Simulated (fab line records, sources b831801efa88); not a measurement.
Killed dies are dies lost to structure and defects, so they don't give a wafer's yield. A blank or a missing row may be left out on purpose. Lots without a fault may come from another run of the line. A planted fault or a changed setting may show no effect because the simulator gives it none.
fab line records | flow sky130
record lots=6 wafers=18 last_day=50
route steps=708 shown LOCAL_INTERCONNECT@396 CONTACT@406 PAD_OPEN@708
lots that met no fault: from a run of the same line without faults
start_h: hours from the record's first day to the start of the lot's first wafer shown | wait_h: hours since the lot's step before | " the same as in the row above | L1.1+2: a row that stands for several wafers | - no value, or no start given | * or withheld: withheld | < > ~ a bound
route shown NAME@n: a module of which the file shows steps, and the number in the route of the first | usual: mean/standard deviation of fault-free wafers | same: alike in all rows | chamber/n: place in a boat | sites: the reading at each site | _std_site: their standard deviation | _edge_site: outer sites' mean less inner sites' | radius_mm: how far each site lies from the wafer's centre | mask NAME#n: copy n | behind: the tool/chamber that last shaped the wafer | hold: why the lot was held/for how many hours/how that ended | device: the transistor (n, p or np) that didn't switch | end of line: the same wafers' tests at the end of the route | a step without rows: its recipe alone | killed: dies lost to structure and defects at the first sort, not the wafer's yield | map: a wafer's dies, x killed, . not, _ none there
set.NAME: the setting as run; set.NAME@STEP: as run at that earlier step | model.NAME: the simulator's own value behind a step, which no gauge read
lots at some steps of the route; a table a step, a row a wafer
services: from which hour (start_h, from the record's first day; less than 0 if before it) a tool's chamber was out of use, for how many hours, and why
## steps
# step SKY_LOCAL_INTERCONNECT_PEB_09
# recipe peb_temp_c=withheld peb_time_s=withheld resist=KrF-thick
# step SKY_LOCAL_INTERCONNECT_DEVELOP_10
# recipe develop_time_s=60 resist=KrF-thick dev_temp_c=21
# step SKY_LOCAL_INTERCONNECT_CD_MEAS_11
# recipe target_cd_nm=170
# usual cd_nm=170.3/1.7
# columns lot.wafer tool chamber start_h wait_h cd_nm
L216.1 cd_sem-02 - 714.93 - 170.1
L216.4 " - " " 170.4
L216.6 " - " " 171.1
L222.2 cd_sem-01 - 759.45 - 171.8
L222.4 " - " " 170.6
L222.5 " - " " 172.1
L225.4 cd_sem-01 - 774.79 - 170.5
L225.5 " - " " 169.6
L225.6 " - " " 168.9
L226.3 cd_sem-01 - 811.65 - 169.5
L226.4 " - " " 168.9
L226.6 " - " " 170.1
L234.3 cd_sem-02 - 847.52 - 169.3
L234.4 " - " " 169.1
L234.5 " - " " 169.0
L238.1 cd_sem-01 - 878.03 - 170.6
L238.3 " - " " 171.4
L238.6 " - " " 173.3
# step SKY_LOCAL_INTERCONNECT_OVL_MEAS_12
# usual LOCAL_INTERCONNECT_OVL=3/5.4
# columns lot.wafer tool chamber start_h wait_h LOCAL_INTERCONNECT_OVL[nm]
L216.1 overlay-02 - 715.05 0.1 15
L216.4 " - " " 13
L216.6 " - " " 10
L222.2 overlay-02 - 759.55 0.1 -9
L222.4 " - " " -7
L222.5 " - " " -9
L225.4 overlay-02 - 774.86 0.1 6
L225.5 " - " " 5
L225.6 " - " " 7
L226.3 overlay-01 - 811.75 0.1 11
L226.4 " - " " 7
L226.6 " - " " 3
L234.3 overlay-02 - 847.61 0.1 -4
L234.4 " - " " 3
L234.5 " - " " 4
L238.1 overlay-02 - 878.15 0.1 8
L238.3 " - " " 7
L238.6 " - " " 4
# step SKY_LOCAL_INTERCONNECT_ETCH_13
# recipe chemistry=N2/H2 target=BARC ion_energy_ev=200 bias_w=100 pressure_mtorr=30 n2_flow_sccm=100 h2_flow_sccm=200 icp_w=500 stop_on=SiO2 time_s=45.9 target_depth_a=600
# usual drypump_motor_current_A=5.7/0.33 oes_product_au=0.854/0.005 rf_fwd_power_W=495.6/1.9 throttle_valve_pct=13.226/0.0081
# columns lot.wafer tool chamber start_h wait_h drypump_motor_current_A oes_product_au rf_fwd_power_W rf_hours_counter_h throttle_valve_pct
L216.1 rie_metal-03 1 715.08 0.0 5.5 0.857 494.4 6 13.225
L216.4 " 0 " " 5.5 0.845 498.0 - 13.221
L216.6 " 1 " " 5.5 0.856 497.4 - 13.224
L222.2 rie_metal-03 1 759.58 0.0 5.5 0.874 497.4 7 13.235
L222.4 " 1 " " 5.5 0.857 497.2 - 13.229
L222.5 " 0 " " 5.5 0.844 495.9 - 13.229
L225.4 rie_metal-03 0 774.90 0.0 5.5 0.851 496.7 - 13.235
L225.5 " 0 " " 5.5 0.855 495.4 - 13.225
L225.6 " 1 " " 5.4 0.847 493.8 - 13.225
L226.3 rie_metal-02 0 811.79 0.0 6.2 0.856 496.1 - 13.232
L226.4 " 1 " " 6.1 0.852 493.4 - 13.222
L226.6 " 1 " " 6.1 0.854 494.6 - 13.238
L234.3 rie_metal-02 0 847.65 0.0 6.2 0.850 497.6 - 13.224
L234.4 " 1 " " 6.1 0.857 496.2 - 13.216
L234.5 " 1 " " 6.1 0.857 495.7 - 13.227
L238.1 rie_metal-04 1 878.18 0.0 5.6 0.855 493.8 7 13.227
L238.3 " 1 " " 5.6 0.856 493.9 - 13.235
L238.6 " 0 " " 5.3 0.839 492.2 - 13.228
# step SKY_LOCAL_INTERCONNECT_METAL_ETCH_14
# recipe target_depth_nm=110 stop_on=PSG chemistry=Cl2/BCl3 target=TiN resist_sidewall_deg=88 pressure_mtorr=10 icp_w=900 bias_w=48.5 Cl2_flow_sccm=60 bcl3_flow_sccm=30 time_s=31.4
# usual drypump_motor_current_A=5.7/0.34 oes_product_au=0.938/0.0074 rf_fwd_power_W=891/3.4 throttle_valve_pct=21.904/0.01
# columns lot.wafer tool chamber start_h wait_h drypump_motor_current_A oes_product_au rf_fwd_power_W rf_hours_counter_h throttle_valve_pct
L216.1 rie_metal-03 1 715.15 0.0 5.4 0.936 896 6 21.904
L216.4 " 0 " " 5.5 0.945 890 - 21.897
L216.6 " 1 " " 5.4 0.940 890 - 21.897
L222.2 rie_metal-03 1 759.65 0.0 5.5 0.933 891 7 21.904
L222.4 " 1 " " 5.4 0.940 893 - 21.903
L222.5 " 0 " " 5.5 0.945 892 - 21.913
L225.4 rie_metal-03 0 774.96 0.0 5.5 0.934 893 - 21.906
L225.5 " 0 " " 5.5 0.940 895 - 21.895
L225.6 " 1 " " 5.4 0.935 891 - 21.919
L226.3 rie_metal-02 0 811.85 0.0 6.2 0.942 892 - 21.898
L226.4 " 1 " " 6.1 0.946 892 - 21.904
L226.6 " 1 " " 6.1 0.943 893 - 21.904
L234.3 rie_metal-02 0 847.71 0.0 6.2 0.946 896 - 21.898
L234.4 " 1 " " 6.1 0.941 890 - 21.897
L234.5 " 1 " " 6.1 0.950 886 - 21.911
L238.1 rie_metal-04 1 878.25 0.0 5.6 0.943 890 7 21.899
L238.3 " 1 " " 5.6 0.937 892 - 21.893
L238.6 " 0 " " 5.3 0.941 889 - 21.907
# step SKY_LOCAL_INTERCONNECT_STRIP_15
# recipe chemistry=O2/N2 power_w=1400 pressure_mtorr=1500 platen_temp_c=withheld o2_flow_sccm=3000 n2_flow_sccm=300 overash_fraction=0.5
# usual drypump_motor_current_A=5.4/0.37 oes_product_au=0.427/0.0048 strip_time_to_endpoint_s=4.729/0.019
# columns lot.wafer tool chamber start_h wait_h drypump_motor_current_A oes_product_au rf_hours_counter_h strip_time_to_endpoint_s
L216.1 plasma_asher-04 1 715.20 0.0 5.4 0.433 54 4.716
L216.4 " 1 " " 5.4 0.431 - 4.730
L216.6 " 0 " " 5.1 0.425 - 4.734
L222.2 plasma_asher-03 0 759.70 0.0 6.1 0.427 2 4.756
L222.4 " 0 " " 6.1 0.422 - 4.770
L222.5 " 0 " " 6.1 0.421 - 4.758
L225.4 plasma_asher-03 1 775.03 0.1 5.3 0.434 - 4.732
L225.5 " 1 " " 5.3 0.427 - 4.736
L225.6 " 0 " " 6.1 0.429 - 4.723
L226.3 plasma_asher-04 0 811.92 0.1 5.1 0.413 - 4.741
L226.4 " 1 " " 5.4 0.426 - 4.730
L226.6 " 0 " " 5.1 0.421 - 4.718
L234.3 plasma_asher-03 1 847.78 0.1 5.3 0.427 - 4.726
L234.4 " 0 " " 6.1 0.422 - 4.717
L234.5 " 0 " " 6.1 0.422 - 4.730
L238.1 plasma_asher-04 1 878.30 0.0 5.4 0.423 71 4.699
L238.3 " 0 " " 5.1 0.428 - 4.737
L238.6 " 1 " " 5.4 0.427 - 4.716
# step SKY_LOCAL_INTERCONNECT_STRIP_16
# recipe chemistry=post_etch_residue_remover time_s=1200 temp_c=72.5
# step SKY_LOCAL_INTERCONNECT_CLEAN_17
# recipe chemistry=IPA time_s=180 temp_c=25
# step SKY_LOCAL_INTERCONNECT_CLEAN_18
# recipe chemistry=O3/DIW dry=n2_spin
# step SKY_CONTACT_CVD_00
# recipe material=Si3N4 target_thk_nm=75 temp_c=400 time_s=withheld rf_w=450
# usual heater_power_w=722/63 rf_fwd_power_W=444.3/2.1
# columns lot.wafer tool chamber start_h wait_h heater_power_w rf_fwd_power_W
L216.1 pecvd-01 0 715.79 0.0 751 439.5
L216.4 " 2 " " 716 445.5
L216.6 " 0 " " 747 439.3
L222.2 pecvd-02 0 760.30 0.0 781 442.1
L222.4 " 1 " " 682 447.0
L222.5 " 2 " " 771 445.8
L225.4 pecvd-01 2 775.61 0.0 645 440.6
L225.5 " 0 " " 751 441.6
L225.6 " 1 " " 634 445.3
L226.3 pecvd-03 2 813.01 0.0 690 442.1
L226.4 " 0 " " 659 445.0
L226.6 " 2 " " 710 442.8
L234.3 pecvd-01 1 848.34 0.0 789 445.2
L234.4 " 1 " " 774 445.7
L234.5 " 2 " " 664 446.7
L238.1 pecvd-03 0 878.89 0.0 609 445.0
L238.3 " 2 " " 658 442.4
L238.6 " 2 " " 670 443.8
# step SKY_CONTACT_THK_MEAS_01
# recipe reads=Si3N4_of_CONTACT_CVD_00
# usual CONTACT_CVD_00_THK=74.6/0.96
# columns lot.wafer tool chamber start_h wait_h CONTACT_CVD_00_THK[nm]
L216.1 film_metro-03 - 715.83 - 75.2
L216.4 " - " " 75.2
L216.6 " - " " 75.9
L222.2 film_metro-03 - 760.34 - 73.5
L222.4 " - " " 75.2
L222.5 " - " " 75.2
L225.4 film_metro-04 - 775.65 - 76.3
L225.5 " - " " 76.2
L225.6 " - " " 75.9
L226.3 film_metro-01 - 813.06 - 74.7
L226.4 " - " " 74.7
L226.6 " - " " 74.0
L234.3 film_metro-01 - 848.40 - 73.6
L234.4 " - " " 74.8
L234.5 " - " " 74.3
L238.1 film_metro-01 - 878.93 - 74.1
L238.3 " - " " 74.3
L238.6 " - " " 75.3
# step SKY_CONTACT_HDPCVD_02
# recipe material=SiO2 target_thk_nm=565 sigma_open_frac=0.3 time_s=94.2 temp_c=600 sih4_flow_sccm=60 pressure_mtorr=6
# usual sih4_flow_sccm=59.98/0.18
# columns lot.wafer tool chamber start_h wait_h sih4_flow_sccm model.SiO2_of_CONTACT_HDPCVD_02.thk_nm
L216.1 hdpcvd-01 0 715.89 0.1 60.19 566.1
L216.4 " 0 " " 59.84 565.1
L216.6 " 1 " " 59.72 562
L222.2 hdpcvd-02 0 760.39 0.0 59.75 558.1
L222.4 " 1 " " 59.81 568.9
L222.5 " 0 " " 59.82 560.8
L225.4 hdpcvd-02 0 775.72 0.1 47.92 449.3
L225.5 " 2 " " 60.09 565.3
L225.6 " 1 " " 59.96 558.8
L226.3 hdpcvd-02 2 813.10 0.0 60.27 566.4
L226.4 " 0 " " 47.84 448.7
L226.6 " 2 " " 59.97 561.2
L234.3 hdpcvd-01 0 848.44 0.0 59.99 554.7
L234.4 " 2 " " 60.28 554
L234.5 " 0 " " 60.03 556
L238.1 hdpcvd-02 2 878.99 0.1 60.09 555.5
L238.3 " 1 " " 60.13 559.7
L238.6 " 2 " " 59.98 556.4
# step SKY_CONTACT_THK_MEAS_03
# recipe reads=SiO2_of_CONTACT_HDPCVD_02
# usual CONTACT_HDPCVD_THK=563/4.9
# columns lot.wafer tool chamber start_h wait_h hold CONTACT_HDPCVD_THK[nm]
L216.1 film_metro-04 - 715.96 0.0 - 566
L216.4 " - " " - 565
L216.6 " - " " - 562
L222.2 film_metro-01 - 760.47 0.0 - 558
L222.4 " - " " - 569
L222.5 " - " " - 561
L225.4 film_metro-04 - 775.78 0.0 await_dispo/0.2h/release 449
L225.5 " - " " await_dispo/0.2h/release 565
L225.6 " - " " await_dispo/0.2h/release 559
L225.4 film_metro-04 - 776.01 0.2 - 449
L225.5 " - " " - 565
L225.6 " - " " - 559
L226.3 film_metro-04 - 813.19 0.1 await_dispo/0.2h/release 567
L226.4 " - " " await_dispo/0.2h/release 449
L226.6 " - " " await_dispo/0.2h/release 561
L226.3 film_metro-04 - 813.42 0.2 - 566
L226.4 " - " " - 449
L226.6 " - " " - 561
L234.3 film_metro-03 - 848.53 0.1 - 555
L234.4 " - " " - 554
L234.5 " - " " - 556
L238.1 film_metro-04 - 879.06 0.0 - 556
L238.3 " - " " - 560
L238.6 " - " " - 556
# step SKY_CONTACT_CMP_04
# recipe material=SiO2 down_force_psi=4 platen_rpm=60 pad_velocity_m_s=0.94248
# usual motor_current_A=11.4/0.69 time_to_endpoint_s=83/3.5
# columns lot.wafer tool chamber start_h wait_h hold motor_current_A time_to_endpoint_s
L216.4 cmp-02 2 716.15 0.1 - 11.4 83
L216.1 " 3 " " - 11.6 84
L216.6 " 1 " " - 11.2 78
L222.4 cmp-01 0 760.62 0.1 - 12.5 84
L222.2 " 1 " " - 10.7 86
L222.5 " 3 " " - 11.8 86
L225.4 cmp-02 1 777.16 1.1 await_dispo/1.1h/release 10.4 41
L225.6 " 0 " " await_dispo/1.1h/release 10.5 82
L225.5 " 1 " " await_dispo/1.1h/release 11.3 82
L226.3 cmp-02 2 817.34 3.9 await_dispo/3.9h/release 11.7 79
L226.4 " 3 " " await_dispo/3.9h/release 11.2 37
L226.6 " 2 " " await_dispo/3.9h/release 11.5 78
L234.3 cmp-01 0 848.62 0.1 - 12.0 78
L234.4 " 2 " " - 11.3 75
L234.5 " 0 " " - 11.6 77
L238.1 cmp-01 3 879.12 0.1 - 11.8 83
L238.3 " 0 " " - 12.4 87
L238.6 " 0 " " - 12.6 84
# step SKY_CONTACT_BOW_MEAS_05
# recipe mode=bow
# usual CONTACT_BOW=81/7
# columns lot.wafer tool chamber start_h wait_h CONTACT_BOW[um]
L216.1 film_metro-01 - 716.40 0.1 74
L216.4 " - " " 77
L216.6 " - " " 86
L222.2 film_metro-03 - 760.84 0.1 77
L222.4 " - " " 76
L222.5 " - " " 79
L225.4 film_metro-01 - 777.47 0.3 85
L225.5 " - " " 71
L225.6 " - " " 87
L226.3 film_metro-03 - 817.68 0.3 73
L226.4 " - " " 75
L226.6 " - " " 75
L234.3 film_metro-04 - 848.91 0.2 74
L234.4 " - " " 84
L234.5 " - " " 76
L238.1 film_metro-01 - 879.42 0.2 83
L238.3 " - " " 86
L238.6 " - " " 87
# step SKY_PAD_OPEN_PROBE_99
# usual killed_at_M0_to_M3=44/7.3 killed_at_M4_up=3.0/1.9 killed_at_contacts=24/5 killed_at_front_end=16/4.5 killed_at_other=0.3/0.46 killed_dies=87/10 killed_on_rim=17/3.5 killed_open=47/8.3 killed_short=39/6.4
# same gross_dies=492 killed_at_back_side=0
# columns lot.wafer tool chamber start_h wait_h killed_at_M0_to_M3 killed_at_M4_up killed_at_contacts killed_at_front_end killed_at_other killed_dies killed_on_rim killed_open killed_short
L222.2 prober-01 - 1114.30 0.1 31 4 24 13 0 72 16 37 35
L222.4 prober-01 - 1114.40 0.2 49 2 21 13 1 86 16 38 48
L222.5 prober-01 - 1114.45 0.2 48 2 23 13 0 86 18 58 28
L225.4 prober-01 - 1127.25 0.2 54 5 22 29 0 110 16 58 52
L225.5 prober-01 - 1127.30 0.2 45 3 34 16 0 98 22 52 46
L225.6 prober-01 - 1127.35 0.2 50 1 23 21 0 95 20 63 32
L234.3 prober-02 - 1177.88 0.2 35 3 25 12 0 75 14 45 30
L234.4 prober-02 - 1177.93 0.2 35 4 27 13 0 79 12 43 36
L234.5 prober-02 - 1177.98 0.2 38 3 21 15 0 77 19 35 42
# killed by level:class
L222.2 LI_CONTACT:geometric_particle:open=8 CONTACT:geometric_particle:open=6 VIA1:geometric_particle:short=6 CONTACT:geometric_particle:short=5 LOCAL_INTERCONNECT:geometric_particle:short=4 VIA1:geometric_particle:open=4 VIA3:geometric_particle:open=4 FIELD_ISO:geometric_particle:short=3
L222.4 VIA1:geometric_particle:open=15 CONTACT:geometric_particle:short=8 METAL1:geometric_particle:short=6 VIA1:geometric_particle:short=6 METAL2:geometric_particle:short=5 FIELD_ISO:geometric_particle:short=4 VIA2:geometric_particle:open=4 LI_CONTACT:geometric_particle:short=4
L222.5 VIA1:geometric_particle:open=12 LI_CONTACT:geometric_particle:open=10 CONTACT:geometric_particle:open=8 VIA2:geometric_particle:open=7 METAL2:geometric_particle:short=6 VIA3:geometric_particle:open=6 SPACER:geometric_particle:open=5 LOCAL_INTERCONNECT:geometric_particle:short=5
L225.4 VIA1:geometric_particle:open=11 FIELD_ISO:geometric_particle:open=9 METAL3:geometric_particle:short=9 LI_CONTACT:geometric_particle:open=8 POLY_GATE:geometric_particle:short=7 CONTACT:geometric_particle:open=7 METAL1:geometric_particle:short=6 VIA2:geometric_particle:open=6
L225.5 CONTACT:geometric_particle:open=14 VIA1:geometric_particle:open=10 LI_CONTACT:geometric_particle:open=7 CONTACT:geometric_particle:short=7 VIA1:geometric_particle:short=7 VIA2:geometric_particle:open=6 FIELD_ISO:geometric_particle:short=5 FIELD_ISO:geometric_particle:open=4
L225.6 VIA1:geometric_particle:open=11 CONTACT:geometric_particle:open=10 VIA2:geometric_particle:open=9 FIELD_ISO:geometric_particle:open=8 VIA3:geometric_particle:open=8 FIELD_ISO:geometric_particle:short=5 LI_CONTACT:geometric_particle:open=5 METAL3:geometric_particle:short=5
L234.3 VIA1:geometric_particle:open=10 CONTACT:geometric_particle:short=8 LI_CONTACT:geometric_particle:open=7 CONTACT:geometric_particle:open=7 VIA2:geometric_particle:open=7 POLY_GATE:geometric_particle:short=4 METAL1:geometric_particle:short=4 VIA1:geometric_particle:short=3
L234.4 CONTACT:geometric_particle:open=11 VIA1:geometric_particle:open=7 POLY_GATE:geometric_particle:short=6 LI_CONTACT:geometric_particle:open=6 VIA2:geometric_particle:open=6 CONTACT:geometric_particle:short=5 POLY_GATE:geometric_particle:open=4 METAL2:geometric_particle:short=4
L234.5 VIA1:geometric_particle:open=8 VIA1:geometric_particle:short=7 CONTACT:geometric_particle:open=6 LI_CONTACT:geometric_particle:short=5 VIA2:geometric_particle:open=5 FIELD_ISO:geometric_particle:open=4 LI_CONTACT:geometric_particle:open=4 CONTACT:geometric_particle:short=4
## services
# columns tool chamber start_h hours kind
hdpcvd-01 - 708.81 2.6 repair
cmp-01 - 709.21 8.1 repair
cmp-01 - 709.36 1.7 repair
plasma_asher-03 - 712.16 11.0 repair
cmp-02 - 717.50 4.7 pm
plasma_asher-03 - 721.15 3.4 repair
cmp-01 - 731.16 2.5 repair
plasma_asher-03 - 733.75 9.0 pm
cmp-02 - 744.23 4.0 pm
hdpcvd-01 2 747.33 15.5 repair
rie_metal-02 0 748.22 22.5 repair
hdpcvd-01 - 771.88 0.8 pm
pecvd-03 1 781.17 18.7 repair
rie_metal-02 - 782.37 0.8 repair
plasma_asher-03 - 798.01 4.9 repair
hdpcvd-02 - 812.02 0.8 repair
pecvd-03 1 812.23 4.6 repair
hdpcvd-02 - 823.59 2.8 pm
pecvd-02 2 824.82 2.7 repair
hdpcvd-02 - 826.34 14.6 pm
cmp-01 - 836.08 3.1 repair
cmp-02 - 870.01 1.8 repair
plasma_asher-03 - 871.62 6.3 repair
plasma_asher-03 - 877.91 10.0 pm
## key
first_sign step=SKY_CONTACT_HDPCVD_02 reading=sih4_flow_sccm direction=down sigmas=66 usual=59.98 struck=47.88
effect step=SKY_CONTACT_THK_MEAS_03 reading=visit direction=added
effect step=SKY_CONTACT_THK_MEAS_03 reading=CONTACT_HDPCVD_THK direction=down sigmas=23 usual=563 struck=449
effect step=SKY_CONTACT_CMP_04 reading=time_to_endpoint_s direction=down sigmas=13 usual=* struck=*
model_effect step=SKY_CONTACT_HDPCVD_02 value=SiO2_of_CONTACT_HDPCVD_02.thk_nm without=562 struck=449
met_at SKY_CONTACT_HDPCVD_02
struck_wafers L225.4,L226.4
tester_left_out L225,L226
onset_between 760.39 775.72
fault kind=process_parameter_drift tool=hdpcvd-02 chamber=0 onset_h=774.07 steps=SKY_CONTACT_HDPCVD_02 channel=sih4_flow_sccm offset=-12 shape=step end_h=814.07 acts_in=these_recipes_only stated=60
# tester_left_out: of these lots the tester's yield and bins aren't shown, on N5 and GAA mostly nor the transistor test; their killed dies are dies lost to structure and defects alone, not to doping, threshold or leakage, so they don't give the yield
